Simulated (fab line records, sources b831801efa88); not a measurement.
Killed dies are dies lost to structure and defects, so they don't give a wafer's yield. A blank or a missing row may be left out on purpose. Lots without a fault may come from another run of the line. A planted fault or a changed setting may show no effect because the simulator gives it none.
A struck lot beside a sound one | flow gf180mcu | 33 steps out of a route of 602
Sound: wafers L932.2, L932.4, L932.5. Struck: wafers L924.1, L924.3, L924.4. The cause comes at the end.
At each step with rows: each side's tool, then ch and its chambers, then its first start. Under that, the readings that differ: sound wafers | struck wafers | difference of the means | sigmas: that difference in standard deviations of wafers without a fault.
alike: readings whose means differ by less than 2 such deviations, and words and numbers that are the same on both sides. not compared: withheld readings, readings that some wafer has no value for, bounds like >300 that may hide the same value, and numbers for which the record gives no deviation and whose values overlap.
The two part at a step that has a row with sigmas, a row that says differs or no value, or rows on one side only. Numbers that don't overlap but have no deviation are shown without sigmas and don't part them. A reading that every wafer of one side lacks parts them only if that side has two wafers or more.

first, 2 steps without rows for these wafers: GF_M3_PEB_12 (peb time 90 s); GF_M3_DEVELOP_13 (develop time 60 s).
GF_M3_CD_MEAS_14: target cd 280 nm.
  sound on cd_sem-02, day 26 02:28; struck on cd_sem-02, day 23 13:21
  alike: cd_nm
GF_M3_OVL_MEAS_15:
  sound on overlay-02, day 26 02:34; struck on overlay-01, day 23 13:28
  alike: M3_OVL
GF_M3_METAL_ETCH_16: etches the open film in Cl2/BCl3, stops on SiO2, target depth 627.5 nm, time 104.6 s.
  sound on rie_metal-01 ch 0,1, day 26 02:36; struck on rie_metal-03 ch 0,1, day 23 13:30
  alike: drypump_motor_current_A, oes_product_au, throttle_valve_pct
  not compared: rf_hours_counter_h
then, 4 steps without rows for these wafers: GF_M3_STRIP_17 (strips in O2/N2); GF_M3_STRIP_18 (strips in post etch residue remover, time 1200 s); GF_M3_CLEAN_19 (cleans in DIW); GF_V3_CVD_00 (deposits SiO2, target thk 600 nm, time 100 s).
GF_V3_THK_MEAS_01:
  sound on film_metro-02, day 26 03:20; struck on film_metro-03, day 23 14:14
  alike: V3_CVD_00_THK
then, 1 step without rows for these wafers: GF_V3_CVD_02 (deposits SiO2 from TEOS, target thk 850 nm, time 94.851 s).
GF_V3_THK_MEAS_03:
  sound on film_metro-04, day 26 03:28; struck on film_metro-02, day 23 14:23
  reading            | sound       | struck      | difference | sigmas
  V3_CVD_02_THK (nm) | 851 864 859 | 820 839 839 | -25        | -2
GF_V3_CMP_04: polishes SiO2.
  sound on cmp-02 ch 1,2,3, day 26 03:34; struck on cmp-02 ch 1,2,3, day 23 14:27
  no value came back on the struck wafers for any of 5 readings (edge_zone_pressure_frac, head_pressure_psi (psi) and others); on the sound wafers edge_zone_pressure_frac reads 1.001 1.006 1.003
  reading                             | sound             | struck            | difference | sigmas
  model.SiO2_of_V3_CVD_02.thk_nm (nm) | 632.6 634.1 634.9 | 820.1 838.7 838.6 | +198.6     |
GF_V3_BOW_MEAS_05:
  sound on film_metro-04, day 26 03:50; struck on film_metro-03, day 23 14:45
  alike: V3_BOW
then, 8 steps without rows for these wafers: GF_V3_DEHYDRATE_06 (time 60 s); GF_V3_HMDS_07 (prime time 60 s); GF_V3_COAT_08; GF_V3_COAT_09 (resist thk 1000 nm); GF_V3_SOFTBAKE_10 (time 60 s); GF_V3_EXPOSE_11 (exposes mask Via3, target cd 260 nm); GF_V3_PEB_12 (peb time 90 s); GF_V3_DEVELOP_13 (develop time 60 s).
GF_V3_CD_MEAS_14: target cd 260 nm.
  sound on cd_sem-01, day 27 00:46; struck on cd_sem-02, day 24 13:00
  alike: cd_nm
GF_V3_OVL_MEAS_15:
  sound on overlay-02, day 27 00:52; struck on overlay-01, day 24 13:07
  alike: V3_OVL
then, 1 step without rows for these wafers: GF_V3_ETCH_16 (etches BARC in N2/H2).
GF_V3_ETCH_17: etches SiO2 in C4F8/O2/Ar, stops on TiN, target depth 635 nm.
  sound on rie_diel-04 ch 2,3; struck on rie_diel-04 ch 0,1,3
  reading                        | sound             | struck            | difference | sigmas
  oes_product_au (a.u.)          | 0.860 0.864 0.849 | 1.616 1.616 1.604 | +0.754     | +99 or more
  model.etch.depth_nm (nm)       | 632.6 634.1 634.9 | 820.1 819.3 824.1 | +187.3     |
  model.V3.feature_depth_nm (nm) | 632.6 634.1 634.9 | 820.1 819.3 824.1 | +187.3     |
GF_V3_STRIP_18: strips in O2/N2.
  sound on plasma_asher-04 ch 1, day 27 01:02; struck on plasma_asher-01 ch 0,1, day 24 13:17
  alike: drypump_motor_current_A, heater_power_w, oes_product_au
  not compared: rf_hours_counter_h
then, 2 steps without rows for these wafers: GF_V3_STRIP_19 (strips in post etch residue remover, time 1200 s); GF_V3_CLEAN_20 (cleans in DIW).
GF_V3_SPUTTER_21: material Ti, target thk 15 nm, time 80.02 s.
  sound on pvd_sputter-03, day 27 01:35; struck on pvd_sputter-02, day 24 13:49
  alike: throttle_valve_pct
GF_V3_SPUTTER_22: material TiN, target thk 10 nm, time 40 s.
  sound on pvd_sputter-03, day 27 01:38; struck on pvd_sputter-02, day 24 13:53
  alike: throttle_valve_pct
GF_V3_CVD_23: deposits W, target thk 350 nm, time 104.9 s.
  sound on cvd_w-01 ch 0,1, day 27 01:41; struck on cvd_w-01 ch 0,1, day 24 13:55
  alike: chamber_pressure_Torr, heater_power_w
GF_V3_CMP_26: polishes, stops on SiO2, t overpolish 15 s, target thk 0 nm.
  sound on cmp-01 ch 0,2,3, day 27 02:04; struck on cmp-02 ch 0,1,3, day 24 14:13
  reading                             | sound             | struck            | difference | sigmas
  edge_zone_pressure_frac             | 1.002 1.007 1.008 | 1.004 0.989 0.997 | -0.009     | -2
  model.SiO2_of_V3_CVD_02.thk_nm (nm) | 628.8 630.3 631.1 | 816.3 834.9 834.8 | +198.6     |
  alike: head_pressure_psi, motor_current_A, retaining_ring_pressure_frac

WHERE THEY PART
First at GF_V3_THK_MEAS_03; last, within this record, at GF_V3_CMP_26.

WHY: what the simulator had put in
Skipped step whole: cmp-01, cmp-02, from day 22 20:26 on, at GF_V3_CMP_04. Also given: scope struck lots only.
